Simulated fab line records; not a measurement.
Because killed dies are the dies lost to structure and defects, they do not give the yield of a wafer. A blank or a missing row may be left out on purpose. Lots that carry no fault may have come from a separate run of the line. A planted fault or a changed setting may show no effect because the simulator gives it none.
Chamber matching -- flow sky130 -- SKY_METAL4_ETCH_17 on rieDiel-04: 4 sister chambers
The step etches SiO2 in C4F8/O2/Ar, stops on TiN, time 3.9 s, target depth 15 nm. 4 wafers are shown with their chamber, then 7 later ones without.

## WAFERS WITH THEIR CHAMBER
wafer,chamber,oesProductAu (a.u.)
L303.4,3,0.749
L303.6,2,0.760
L306.1,0,0.745
L306.2,1,0.761

## WAFERS WITH NO CHAMBER GIVEN
wafer,oesProductAu (a.u.)
L306.6,0.752
L309.1,0.743
L309.4,0.752
L309.5,0.749
L311.3,0.748
L311.4,0.754
L311.5,0.781

## THE CHAMBER EACH PASSED THROUGH
wafer,from the rows above,in truth
L306.6,can't be placed: 3 or 0 or 2 or 1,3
L309.1,can't be placed: 0 or 3 or 2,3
L309.4,can't be placed: 3 or 0 or 2 or 1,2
L309.5,can't be placed: 3 or 0 or 2 or 1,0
L311.3,can't be placed: 3 or 0 or 2 or 1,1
L311.4,can't be placed: 3 or 2 or 1 or 0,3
L311.5,can't be placed: 1 or 2 or 3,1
0 of 7 placed correctly. Unplaceable from these rows: 7, with the true chamber sitting among the candidates in 7. Placed wrongly: 0.
How it was worked out, from the rows above alone: a wafer's distance from a chamber is the root of the sum, over the readings, of the square of ((its reading less the chamber's mean) divided by the reading's scatter). The wafer belongs to the nearest chamber; if the next one is less than 2 further off, it can't be placed. Each chamber's mean is taken over the wafers shown for it. The scatter: root of mean squared gap, hidden wafer to nearest shown wafer, with one shown wafer a chamber.
